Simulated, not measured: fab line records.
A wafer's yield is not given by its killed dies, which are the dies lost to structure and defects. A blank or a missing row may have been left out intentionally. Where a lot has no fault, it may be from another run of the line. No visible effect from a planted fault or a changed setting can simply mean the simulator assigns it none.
What tool caused it?	flow gf180mcu	Sampling: 12 lots, 36 wafers, 3 of 602 route steps

WHAT THE GAUGES READ, wafer by wafer
GF_M3_RS_MEAS_05: measurement is done with a four-point probe.
lot	measured	on	M3_ALCU_RS (ohm/sq)
L075	day 20 13:44	film-metro-03	0.0689 0.0690 0.0686
L077	day 21 08:45	film-metro-03	0.0696 0.0688 0.0694
L079	day 22 05:43	film-metro-02	0.0697 0.0695 0.0692
L081	day 23 03:03	film-metro-03	0.0698 0.0698 0.0701
L082	day 23 17:35	film-metro-04	0.0703 0.0709 0.0711
L085	day 24 21:19	film-metro-02	0.0704 0.0695 0.0688
L087	day 25 07:57	film-metro-03	0.0689 0.0710 0.0705
L089	day 26 02:06	film-metro-04	0.0681 0.0690 0.0691
L091	day 26 07:49	film-metro-03	0.0698 0.0706 0.0694
L093	day 26 19:25	film-metro-04	0.0704 0.0698 0.0700
L095	day 27 11:41	film-metro-02	0.0692 0.0700 0.0688
L097	day 28 01:10	film-metro-02	0.0704 0.0701 0.0705

WHAT TOOL EACH LOT RAN ON (gives the tool, then ch and the chambers of the sampled wafers, and finally the start)
lot	GF_SALICIDE_RTA_06	GF_CONTACT_CVD_24
L075	rtp-anneal-02 ch 0, day 15 08:35	cvd-w-01 ch 0,1, day 16 07:47
L077	rtp-anneal-01 ch 0, day 16 02:47	cvd-w-02 ch 0,1, day 17 02:47
L079	rtp-anneal-02 ch 0, day 16 22:43	cvd-w-02 ch 0,1, day 17 23:35
L081	rtp-anneal-02 ch 0, day 17 18:30	cvd-w-01 ch 0,1, day 18 19:33
L082	rtp-anneal-01 ch 0, day 18 09:11	cvd-w-02 ch 0,1, day 19 11:21
L085	rtp-anneal-01 ch 0, day 19 16:18	cvd-w-02 ch 0,1, day 20 17:56
L087	rtp-anneal-02 ch 0, day 20 04:04	cvd-w-02 ch 0,1, day 21 05:38
L089	rtp-anneal-02 ch 0, day 21 01:27	cvd-w-01 ch 1, day 22 02:37
L091	rtp-anneal-02 ch 0, day 21 06:24	cvd-w-01 ch 0,1, day 22 07:45
L093	rtp-anneal-02 ch 0, day 21 19:38	cvd-w-01 ch 0,1, day 22 20:30
L095	rtp-anneal-01 ch 0, day 22 15:28	cvd-w-01 ch 0,1, day 23 15:34
L097	rtp-anneal-01 ch 0, day 23 05:43	cvd-w-02 ch 0,1, day 24 05:46
- GF_SALICIDE_RTA_06: time 30 s.
- GF_CONTACT_CVD_24: deposits W, target thk 300 nm, time 90.339 s.

THE ANSWER, worked out from the rows above alone
Rule: usual is defined by the lots themselves. The widest of any qualifying gaps counts: lots, ordered by their means at a reading, are off when they make up no more than a third of the lots, leave a main group of 4 or more, and stand apart from it by 3 or more times the standard deviation of that group's means. A main group whose means are all the same, to the digits that the tables above print for the reading, isn't used. Also off: a lot with no number at a reading for which 4 or more lots have one. Where the step has rows for the other lots, those lots are counted as sound.
Nothing can be told from this: no lot is off at any reading shown.

WHAT WAS PUT IN BY THE SIMULATOR
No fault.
